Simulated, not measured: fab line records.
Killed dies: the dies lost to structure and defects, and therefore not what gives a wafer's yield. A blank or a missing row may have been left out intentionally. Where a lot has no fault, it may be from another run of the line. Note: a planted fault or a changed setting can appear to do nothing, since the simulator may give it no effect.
fab line records	flow sky130
record: lots: 12	wafers: 36	last-day: 51
route steps=708 shown VIA3@586 CAP2M@603 PAD_OPEN@708
lots untouched by any fault: they come from a run of this same line in which no faults occurred
start-h: hours from the record's first day to the start of the lot's first wafer shown	wait-h: hours since the lot's step before	" as in the row above	L1.1+2: a row that stands for several wafers	- no value, or no start was given	* or withheld: withheld	< > ~ a bound
route shown NAME@n: a module of which the file shows steps, and the number in the route of the first	usual: the fault-free wafers' mean and standard deviation	same: alike in all rows	chamber/n: place in a boat	sites: the reading at each site	_std_site: the standard deviation of these	_edge_site: mean of outer sites minus mean of inner sites	radius-mm: how far each site lies from the wafer's centre	mask NAME#n: copy n	behind: the last tool/chamber to shape the wafer	hold: why the lot was held/for how many hours/how that ended	device: whichever transistor did not switch (one of n, p or np)	end of line: at the end of the route, the tests of the same wafers	for a step that has no rows: nothing shown but its recipe	killed: dies lost to structure and defects at the first sort, not the wafer's yield	map: dies across one wafer; x = killed, . = not, _ = none there
set.NAME: the setting that was run; set.NAME@STEP: the one run at that earlier step	model.NAME: the simulator's own value behind a step, which no gauge read
steps of the route over a sample of lots; a table a step, a row a wafer
services: the hour from which a tool's chamber was out of use, counted from the record's first day as start-h (under 0 if before that day), plus the number of hours and why
== steps ==
step: SKY_VIA3_OVL_MEAS_13
usual: VIA3_OVL: -3/6.1
lot.wafer	tool	chamber	start-h	wait-h	VIA3_OVL[nm]
L788.2	overlay-01	-	951.08	0.1	-6
L788.3	"	-	"	"	-3
L788.4	"	-	"	"	-14
L789.3	overlay-01	-	957.94	0.1	10
L789.5	"	-	"	"	0
L789.6	"	-	"	"	-4
L794.4	overlay-02	-	990.98	0.1	5
L794.5	"	-	"	"	5
L794.6	"	-	"	"	5
L797.1	overlay-01	-	1013.98	0.1	-3
L797.2	"	-	"	"	-1
L797.5	"	-	"	"	-8
L798.2	overlay-02	-	1019.54	0.1	1
L798.5	"	-	"	"	-1
L798.6	"	-	"	"	3
L799.1	overlay-02	-	1030.78	0.1	-10
L799.4	"	-	"	"	-5
L799.6	"	-	"	"	-7
L800.1	overlay-02	-	1032.61	0.1	-6
L800.2	"	-	"	"	-8
L800.5	"	-	"	"	-9
L801.2	overlay-02	-	1042.43	0.1	-5
L801.4	"	-	"	"	-9
L801.5	"	-	"	"	-4
L802.2	overlay-01	-	1044.34	0.1	-7
L802.3	"	-	"	"	-1
L802.5	"	-	"	"	-12
L804.1	overlay-01	-	1054.81	0.1	-4
L804.4	"	-	"	"	0
L804.5	"	-	"	"	-7
L810.1	overlay-01	-	1093.88	0.1	5
L810.3	"	-	"	"	-4
L810.5	"	-	"	"	-12
L811.2	overlay-01	-	1101.25	0.1	5
L811.4	"	-	"	"	6
L811.6	"	-	"	"	0
step: SKY_CAP2M_CVD_00
recipe: material: SiO2	target-thk-nm: 15.5	temp-c: 400	time-s: withheld	rf-w: 450
usual: heater-power-w: 749/100
lot.wafer	tool	chamber	start-h	wait-h	heater-power-w
L788.2	pecvd-03	1	953.22	0.0	617
L788.3	"	0	"	"	921
L788.4	"	1	"	"	629
L789.3	pecvd-02	0	959.57	0.0	724
L789.5	"	0	"	"	728
L789.6	"	2	"	"	881
L794.4	pecvd-02	2	992.70	0.0	869
L794.5	"	0	"	"	655
L794.6	"	1	"	"	893
L797.1	pecvd-04	0	1015.53	0.0	658
L797.2	"	1	"	"	648
L797.5	"	0	"	"	671
L798.2	pecvd-04	1	1021.12	0.0	605
L798.5	"	2	"	"	700
L798.6	"	0	"	"	589
L799.1	pecvd-02	0	1032.37	0.0	738
L799.4	"	0	"	"	736
L799.6	"	2	"	"	874
L800.1	pecvd-02	0	1034.20	0.0	800
L800.2	"	2	"	"	795
L800.5	"	0	"	"	765
L801.2	pecvd-04	1	1043.98	0.0	625
L801.4	"	0	"	"	680
L801.5	"	2	"	"	727
L802.2	pecvd-03	2	1045.88	0.0	739
L802.3	"	0	"	"	849
L802.5	"	1	"	"	545
L804.1	pecvd-03	2	1056.50	0.0	868
L804.4	"	0	"	"	1005
L804.5	"	2	"	"	846
L810.1	pecvd-02	2	1095.43	0.0	805
L810.3	"	1	"	"	695
L810.5	"	2	"	"	797
L811.2	pecvd-04	2	1102.81	0.0	686
L811.4	"	1	"	"	675
L811.6	"	2	"	"	678
step: SKY_CAP2M_SPUTTER_02
recipe: material: TiN	target-thk-nm: 200	temp-c: 300	power-w: 6500	time-s: 166.7	chamber-pressure-pa: 0.4
usual: substrate-temp-c: 300.00/0.21	throttle-valve-pct: 30.1/1.4
lot.wafer	tool	chamber	start-h	wait-h	substrate-temp-c	throttle-valve-pct
L788.2	pvd-sputter-03	-	953.30	0.0	299.86	31.3
L788.3	"	-	"	"	299.83	29.8
L788.4	"	-	"	"	299.74	28.7
L789.3	pvd-sputter-04	-	959.65	0.0	299.85	30.8
L789.5	"	-	"	"	299.89	31.4
L789.6	"	-	"	"	300.00	29.9
L794.4	pvd-sputter-04	-	992.77	0.0	299.99	30.4
L794.5	"	-	"	"	300.24	29.3
L794.6	"	-	"	"	299.78	31.5
L797.1	pvd-sputter-04	-	1015.62	0.1	300.29	29.6
L797.2	"	-	"	"	299.95	31.8
L797.5	"	-	"	"	300.02	30.4
L798.2	pvd-sputter-04	-	1021.20	0.0	299.88	30.7
L798.5	"	-	"	"	300.10	29.6
L798.6	"	-	"	"	300.11	31.2
L799.1	pvd-sputter-02	-	1032.46	0.1	300.01	29.4
L799.4	"	-	"	"	300.22	32.0
L799.6	"	-	"	"	300.01	31.4
L800.1	pvd-sputter-02	-	1034.30	0.1	300.38	31.9
L800.2	"	-	"	"	299.77	31.1
L800.5	"	-	"	"	300.22	31.9
L801.2	pvd-sputter-03	-	1044.06	0.0	299.91	29.7
L801.4	"	-	"	"	300.05	28.5
L801.5	"	-	"	"	299.58	27.7
L802.2	pvd-sputter-02	-	1045.96	0.0	299.96	32.0
L802.3	"	-	"	"	300.22	28.6
L802.5	"	-	"	"	299.88	32.1
L804.1	pvd-sputter-02	-	1056.58	0.1	299.65	31.4
L804.4	"	-	"	"	299.63	29.1
L804.5	"	-	"	"	299.77	32.2
L810.1	pvd-sputter-03	-	1095.51	0.1	300.14	27.6
L810.3	"	-	"	"	299.97	28.6
L810.5	"	-	"	"	300.06	28.6
L811.2	pvd-sputter-02	-	1102.90	0.0	299.62	29.6
L811.4	"	-	"	"	299.73	32.0
L811.6	"	-	"	"	300.00	28.6
step: SKY_CAP2M_EXPOSE_09
recipe: mask-id: CAP2M	na: 0.6	source-shape: conventional	sigma-outer: 0.6	polarization: unpolarized	target-cd-nm: 1000	dose-mj: 159
usual: stage-vel-mm-s: 499.99/0.25
lot.wafer	tool	chamber	start-h	wait-h	mask	stage-vel-mm-s
L788.2	iline-stepper-01	0	965.93	-	CAP2M#0	499.94
L788.3	"	0	"	"	CAP2M#0	500.09
L788.4	"	0	"	"	CAP2M#0	500.11
L789.3	iline-stepper-02	0	972.96	-	CAP2M#0	499.70
L789.5	"	0	"	"	CAP2M#0	499.85
L789.6	"	0	"	"	CAP2M#0	499.57
L794.4	iline-stepper-01	0	1005.59	-	CAP2M#0	499.94
L794.5	"	0	"	"	CAP2M#0	500.04
L794.6	"	0	"	"	CAP2M#0	499.99
L797.1	iline-stepper-01	0	1027.55	-	CAP2M#0	500.32
L797.2	"	0	"	"	CAP2M#0	500.33
L797.5	"	0	"	"	CAP2M#0	500.10
L798.2	iline-stepper-02	0	1033.58	-	CAP2M#0	500.42
L798.5	"	0	"	"	CAP2M#0	499.59
L798.6	"	0	"	"	CAP2M#0	499.93
L799.1	iline-stepper-01	0	1043.33	-	CAP2M#0	500.05
L799.4	"	0	"	"	CAP2M#0	499.86
L799.6	"	0	"	"	CAP2M#0	499.95
L800.1	iline-stepper-02	0	1045.57	-	CAP2M#0	500.14
L800.2	"	0	"	"	CAP2M#0	499.92
L800.5	"	0	"	"	CAP2M#0	499.59
L801.2	iline-stepper-02	0	1056.36	-	CAP2M#0	500.19
L801.4	"	0	"	"	CAP2M#0	499.99
L801.5	"	0	"	"	CAP2M#0	499.88
L802.2	iline-stepper-02	0	1058.13	-	CAP2M#0	499.84
L802.3	"	0	"	"	CAP2M#0	500.04
L802.5	"	0	"	"	CAP2M#0	499.87
L804.1	iline-stepper-01	0	1067.34	-	CAP2M#0	499.40
L804.4	"	0	"	"	CAP2M#0	499.56
L804.5	"	0	"	"	CAP2M#0	499.73
L810.1	iline-stepper-01	0	1106.72	-	CAP2M#0	499.21
L810.3	"	0	"	"	CAP2M#0	500.21
L810.5	"	0	"	"	CAP2M#0	500.01
L811.2	iline-stepper-01	0	1112.98	-	CAP2M#0	500.13
L811.4	"	0	"	"	CAP2M#0	499.95
L811.6	"	0	"	"	CAP2M#0	499.79
step: SKY_CAP2M_OVL_MEAS_12
usual: CAP2M_OVL: 0.6/1.3
lot.wafer	tool	chamber	start-h	wait-h	CAP2M_OVL[nm]
L788.2	overlay-02	-	978.51	0.1	3.2
L788.3	"	-	"	"	2.0
L788.4	"	-	"	"	2.2
L789.3	overlay-02	-	985.10	0.1	-2.7
L789.5	"	-	"	"	-3.3
L789.6	"	-	"	"	-0.6
L794.4	overlay-01	-	1016.16	0.1	-0.8
L794.5	"	-	"	"	0.1
L794.6	"	-	"	"	-0.7
L797.1	overlay-02	-	1038.34	0.1	-1.1
L797.2	"	-	"	"	-0.5
L797.5	"	-	"	"	-1.1
L798.2	overlay-02	-	1044.38	0.1	-0.4
L798.5	"	-	"	"	-0.9
L798.6	"	-	"	"	-0.2
L799.1	overlay-02	-	1054.94	0.1	1.6
L799.4	"	-	"	"	0.8
L799.6	"	-	"	"	-2.1
L800.1	overlay-02	-	1057.77	0.1	-1.0
L800.2	"	-	"	"	0.8
L800.5	"	-	"	"	1.3
L801.2	overlay-01	-	1066.40	0.1	1.0
L801.4	"	-	"	"	1.1
L801.5	"	-	"	"	1.7
L802.2	overlay-01	-	1067.91	0.1	2.6
L802.3	"	-	"	"	0.4
L802.5	"	-	"	"	0.7
L804.1	overlay-01	-	1078.29	0.1	1.6
L804.4	"	-	"	"	2.8
L804.5	"	-	"	"	2.3
L810.1	overlay-01	-	1116.69	0.1	140.5
L810.3	"	-	"	"	140.8
L810.5	"	-	"	"	140.9
L811.2	overlay-02	-	1123.28	0.1	141.9
L811.4	"	-	"	"	142.7
L811.6	"	-	"	"	143.4
step: SKY_PAD_OPEN_PROBE_99
usual: defect-limited-yield: 82.7/1.9	killed_at_M0_to_M3: 43/7.3	killed_at_M4_up: 3.2/1.9	killed-at-contacts: 24/5.5	killed-at-front-end: 15/4.7	killed-at-other: 0.5/0.75	killed-dies: 85/9.5	killed-open: 46/7	killed-short: 38/7.4	sort_bin_3_pad_short: 0.9/0.43	sort_bin_5_function: 10.1/1.4	sort_bin_6_memory: 6.3/1	sort_bin_8_speed: 0.2/0.37	sort-n-pass: 406/9.4	sort-yield-pct: 82.5/1.9
same: gross-dies: 492	killed-at-back-side: 0	sort_bin_4_leakage[%]: 0
lot.wafer	tool	chamber	start-h	wait-h	defect-limited-yield[%]	killed_at_M0_to_M3	killed_at_M4_up	killed-at-contacts	killed-at-front-end	killed-at-other	killed-dies	killed-open	killed-short	sort_bin_3_pad_short[%]	sort_bin_5_function[%]	sort_bin_6_memory[%]	sort_bin_8_speed[%]	sort-n-pass	sort-yield-pct[%]
L810.1	prober-02	-	1213.34	0.1	82.5	47	3	18	17	1	86	44	41	1.0	8.7	7.7	0.6	403	81.9
L810.3	prober-02	-	1213.44	0.2	84.1	40	7	16	13	2	78	32	44	1.8	8.9	5.1	0	414	84.1
L810.5	prober-02	-	1213.54	0.2	85.2	38	3	20	7	5	73	31	37	1.0	7.9	5.9	0.2	418	85.0
L811.2	prober-02	-	1217.93	0.1	79.5	43	5	30	19	4	101	50	48	1.0	12.6	6.9	0	391	79.5
L811.4	prober-02	-	1218.03	0.2	78.7	52	6	27	13	7	105	66	34	1.0	14.2	6.1	0.4	385	78.3
L811.6	prober-02	-	1218.13	0.2	82.7	32	7	26	16	4	85	48	33	0.8	11.6	4.9	0	407	82.7
killed by level:class
L810.1 VIA1:geometric-particle:open=13 VIA1:geometric-particle:short=8 METAL2:geometric-particle:short=8 POLY_GATE:geometric-particle:short=6 LI_CONTACT:geometric-particle:open=5 CONTACT:geometric-particle:open=5 VIA2:geometric-particle:open=5 VIA3:geometric-particle:open=5
L810.3 VIA1:geometric-particle:open=8 METAL2:geometric-particle:short=6 LI_CONTACT:geometric-particle:open=6 METAL4:geometric-particle:short=6 FIELD_ISO:geometric-particle:short=5 METAL3:geometric-particle:short=5 POLY_GATE:geometric-particle:open=4 CONTACT:geometric-particle:open=4
L810.5 VIA1:geometric-particle:open=9 METAL2:geometric-particle:short=6 CONTACT:geometric-particle:open=5 LI_CONTACT:geometric-particle:open=5 CONTACT:geometric-particle:short=5 VIA1:geometric-particle:short=5 VIA2:geometric-particle:short=5 VIA2:geometric-particle:open=4
L811.2 VIA1:geometric-particle:open=12 CONTACT:geometric-particle:open=10 METAL2:geometric-particle:short=9 LI_CONTACT:geometric-particle:open=7 FIELD_ISO:geometric-particle:short=6 CONTACT:geometric-particle:short=6 POLY_GATE:geometric-particle:open=5 VIA1:geometric-particle:short=5
L811.4 VIA1:geometric-particle:open=11 VIA2:geometric-particle:open=11 LI_CONTACT:geometric-particle:open=9 CONTACT:geometric-particle:open=9 FIELD_ISO:geometric-particle:open=6 POLY_GATE:geometric-particle:open=5 CONTACT:geometric-particle:short=5 VIA1:geometric-particle:short=5
L811.6 VIA1:geometric-particle:open=13 CONTACT:geometric-particle:open=12 FIELD_ISO:geometric-particle:open=6 LI_CONTACT:geometric-particle:open=6 FIELD_ISO:geometric-particle:short=4 VIA2:geometric-particle:open=4 CAP2M:overlay=4 POLY_GATE:geometric-particle:short=3
== services ==
tool	chamber	start-h	hours	kind
pecvd-02	2	938.58	10.5	repair
pecvd-02	-	939.49	2.8	pm
pecvd-04	1	942.16	16.8	repair
iline-stepper-02	0	964.82	-	calibration
pecvd-03	2	969.08	20.5	repair
iline-stepper-01	-	970.28	4.4	pm
iline-stepper-02	-	988.12	2.9	repair
pecvd-03	-	992.28	1.5	repair
pecvd-02	2	998.70	17.4	repair
pecvd-02	-	1004.69	5.5	pm
pvd-sputter-03	-	1009.19	7.6	repair
pecvd-03	-	1011.71	0.7	repair
pecvd-02	1	1016.10	-	clean
pecvd-02	1	1016.10	-	consumable-replace:showerhead
pecvd-02	1	1016.10	29.0	scheduled-down
pecvd-02	1	1016.10	29.0	vent-cycle
pecvd-04	-	1016.47	2.4	repair
pecvd-04	1	1034.06	3.6	repair
iline-stepper-01	-	1055.13	5.1	repair
iline-stepper-02	-	1092.29	1.7	pm
pecvd-03	2	1092.68	18.4	repair
iline-stepper-01	-	1097.56	1.7	pm
pecvd-02	-	1105.72	3.4	repair
iline-stepper-02	-	1111.39	5.8	repair
== key ==
first-sign: step: SKY_CAP2M_OVL_MEAS_12	reading: CAP2M_OVL	direction: up	sigmas: 99+	usual: 0.6	struck: 141.7
effect: step: SKY_PAD_OPEN_PROBE_99	reading: killed-at-other	direction: up	sigmas: 3.4	usual: 0.5	struck: 3.8	wafers-moved: 5
met-at SKY_CAP2M_EXPOSE_09
struck-lots L810,L811
not-acting-at SKY_VIA3_OVL_MEAS_13,SKY_CAP2M_CVD_00,SKY_CAP2M_SPUTTER_02
onset-between 1067.34 1106.72
also-fits time
fault: kind: scanner-matching-overlay	tool: iline-stepper-01	chamber: -	onset-h: 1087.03	steps: SKY_CAP2M_EXPOSE_09	offset: 141.75
